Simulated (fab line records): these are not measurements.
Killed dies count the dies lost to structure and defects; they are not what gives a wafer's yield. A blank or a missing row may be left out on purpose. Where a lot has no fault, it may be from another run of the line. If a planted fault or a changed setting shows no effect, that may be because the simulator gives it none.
One fault through the eyes of 2 desks	flow gf180mcu	every desk sees just its own numbers, and what lay behind them comes last

## FROM THE METROLOGY DESK
What the gauges read, lot by lot, whatever tool the lot ran on: means of the sampled wafers that have a number. Any lot whose mean is over 4 standard deviations away from the usual mean is out of limits and marked OUT; that distance is given in the brackets.
Columns: A = cd-nm at GF_M5_CD_MEAS_07, usual 280.2 nm; B = M5_OVL at GF_M5_OVL_MEAS_08, usual 2 nm
lot	first seen here	A	B
L762	day 27 11:48	281.5	2
L766	day 29 05:20	280.8	5
L768	day 29 19:45	279.7	-3
L777	day 31 19:30	280.9	9
L779	day 32 08:11	281.3	4
L781	day 32 18:29	281.3	1
This desk's finding: nothing out of limits on any of the 6 lots.

## DESK OF THE TOOL OWNER: rie-diel-01
The tool's own readings at GF_M5_ETCH_09 (etches Si3N4 in CF4/O2, target depth 52 nm, time 11.6 s): means of the sampled wafers that have a number, for each lot that ran on this tool. Any lot whose mean is over 4 standard deviations away from the usual mean is out of limits and marked OUT; that distance is given in the brackets.
Columns: A = bias-w at GF_M5_ETCH_09, usual 150.0 W; B = drypump-motor-current-A at GF_M5_ETCH_09, usual 5.8 A; C = oes-product-au at GF_M5_ETCH_09, usual 1.004 a.u.; D = rf-fwd-power-W at GF_M5_ETCH_09, usual 786 W; E = throttle-valve-pct at GF_M5_ETCH_09, usual 5.971 %
lot	first seen here	A	B	C	D	E
L766	day 29 05:29	149.8	5.8	1.083 (+8.8) OUT	909 (+29) OUT	5.988
L768	day 29 19:53	149.9	5.6	1.091 (+9.6) OUT	915 (+31) OUT	6.002
Finding of this desk: L766, L768 out of limits; the first was L766 at day 29 05:29, on oes-product-au at GF_M5_ETCH_09. In limits: none.

## TAKEN TOGETHER
An alarm could have come from the tool owner's desk at day 29 05:29, on L766, L768.
Metrology desk: nothing out of limits seen.
The metrology desk holds a record of L766, L768, inside its limits.
GF_M5_ETCH_09 was run on rie-diel-01 by each of the lots named.

## WHAT WAS PUT IN BY THE SIMULATOR
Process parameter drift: rie-diel-01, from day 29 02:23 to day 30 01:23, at GF_M5_ETCH_09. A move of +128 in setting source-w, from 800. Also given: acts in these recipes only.
Lots struck among those shown: L766, L768.
Delay in hours, fault start to first out-of-limits reading, by desk: the tool owner's desk at 3.
